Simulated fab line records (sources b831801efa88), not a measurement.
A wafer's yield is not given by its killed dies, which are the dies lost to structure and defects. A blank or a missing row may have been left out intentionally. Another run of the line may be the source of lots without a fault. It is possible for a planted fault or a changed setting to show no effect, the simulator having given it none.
A struck lot beside a sound one	flow sky130	23 steps out of a route of 708
Sound: the wafers L282.2, L282.4, L282.5. Wafers struck: L276.1, L276.2, L276.3. The cause comes at the end.
Each step with rows lists, per side, the tool, then ch with its chambers, then its first start. Under that, the readings that differ: sound wafers	struck wafers	difference of the means	sigmas: that difference in standard deviations of wafers without a fault.
alike: words and numbers the same on both sides, and readings whose means are apart by under 2 such deviations; not compared: readings that were withheld, readings missing a value for some wafer, numbers with overlapping values and no deviation given by the record, and bounds like >300 which may hide the same value.
A row with sigmas, a row that says differs or no value, or rows on one side alone: a step with any of these is where the two part. Non-overlapping numbers with no deviation appear without sigmas and do not part them. A reading that every wafer of one side lacks parts them only if that side has two wafers or more.

first, 1 step without rows for these wafers: SKY_POLY_GATE_OXIDATION_20 (stabilise 600 s, purge 300 s, target thk 4 nm).
SKY_POLY_GATE_THK_MEAS_21:
  sound: filmMetro-02 at day 23 15:26; struck: filmMetro-02 at day 20 12:39
  alike: POLY_GATE_OXIDATION_THK
SKY_POLY_GATE_CD_MEAS_22:
  sound: cdSem-01 at day 23 15:31; struck: cdSem-01 at day 20 12:43
  alike: cdNm
then, 7 steps without rows for these wafers: SKY_LDD_N_DEHYDRATE_00 (time 60 s); SKY_LDD_N_HMDS_01 (prime time 60 s); SKY_LDD_N_COAT_02 (resist thk 300 nm); SKY_LDD_N_SOFTBAKE_03 (time 60 s); SKY_LDD_N_EXPOSE_04 (exposes mask NTM, target cd 840 nm); SKY_LDD_N_PEB_05; SKY_LDD_N_DEVELOP_06 (develop time 60 s).
SKY_LDD_N_OVL_MEAS_07:
  sound: overlay-01 at day 24 21:42; struck: overlay-01 at day 21 19:20
  alike: LDD_N_OVL
next, for these wafers, 1 step has no rows: SKY_LDD_N_IMPLANT_08.
SKY_LDD_N_IMPLANT_09:
  sound on implanter-01 ch 0, day 24 21:54; struck on implanter-02 ch 0, day 21 19:32
reading	sound	struck	difference	sigmas
beamOnS (s)	10.03 10.10 9.68	13.91 13.41 13.43	+3.65	+18
doseIonsCm2	7.492e+13 7.505e+13 7.509e+13	1.2084e+14 1.2071e+14 1.2072e+14	+4.5737e+13	+99 or more
faradayCurrentUA	420 417 435	487 509 506	+77	+9
  alike: endStationPressureTorr
then, 6 steps without rows for these wafers: SKY_LDD_N_IMPLANT_10; SKY_LDD_N_IMPLANT_11; SKY_LDD_N_IMPLANT_12; SKY_LDD_N_IMPLANT_13; SKY_LDD_N_IMPLANT_14; SKY_LDD_N_IMPLANT_15.
SKY_LDD_N_STRIP_16: strips in O2/N2.
  sound on plasmaAsher-01 ch 0,1, day 24 22:56; struck on plasmaAsher-02 ch 0,1, day 21 20:35
reading	sound	struck	difference	sigmas
stripTimeToEndpointS (s)	4.294 4.324 4.304	4.433 4.414 4.423	+0.116	+10
  alike: chamberPressureMTorr, drypumpMotorCurrentA, oesProductAu
  not compared: rfHoursCounterH
SKY_LDD_N_TW_MEAS_17:
  sound: filmMetro-02 at day 24 23:02; struck: filmMetro-02 at day 21 20:41
reading	sound	struck	difference	sigmas
LDD_N_TW	2589 2589 2585	2657 2654 2642	+63	+6
then, 1 step without rows for these wafers: SKY_LDD_P_DEHYDRATE_00 (time 60 s).
-- a jump in the record: the struck wafers' starts before and after are 27 days apart (it breaks off in module LDD_P and resumes in module PAD_OPEN, where the first step shown is number 708 of the route) --
SKY_PAD_OPEN_PROBE_99:
  sound: prober-02 at day 50 09:31; struck: prober-02 at day 48 14:26
reading	sound	struck	difference	sigmas
model.etest.tipN.rsOhmSq	443.8 439.3 440.6	410.7 412.1 408.3	-30.9	
  alike: killed_at_M0_to_M3, killed_at_M4_up, killedAtContacts, killedAtFrontEnd, killedAtOther, killedDies, killedOpen, killedShort

== WHERE THEY PART ==
At SKY_LDD_N_IMPLANT_09 first; at SKY_LDD_N_TW_MEAS_17 last (within this record only). Later steps at which nothing parts them and some readings are alike: SKY_PAD_OPEN_PROBE_99.

WHY: what the simulator had put in
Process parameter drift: implanter-02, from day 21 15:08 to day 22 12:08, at SKY_LDD_N_IMPLANT_09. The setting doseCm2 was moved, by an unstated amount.
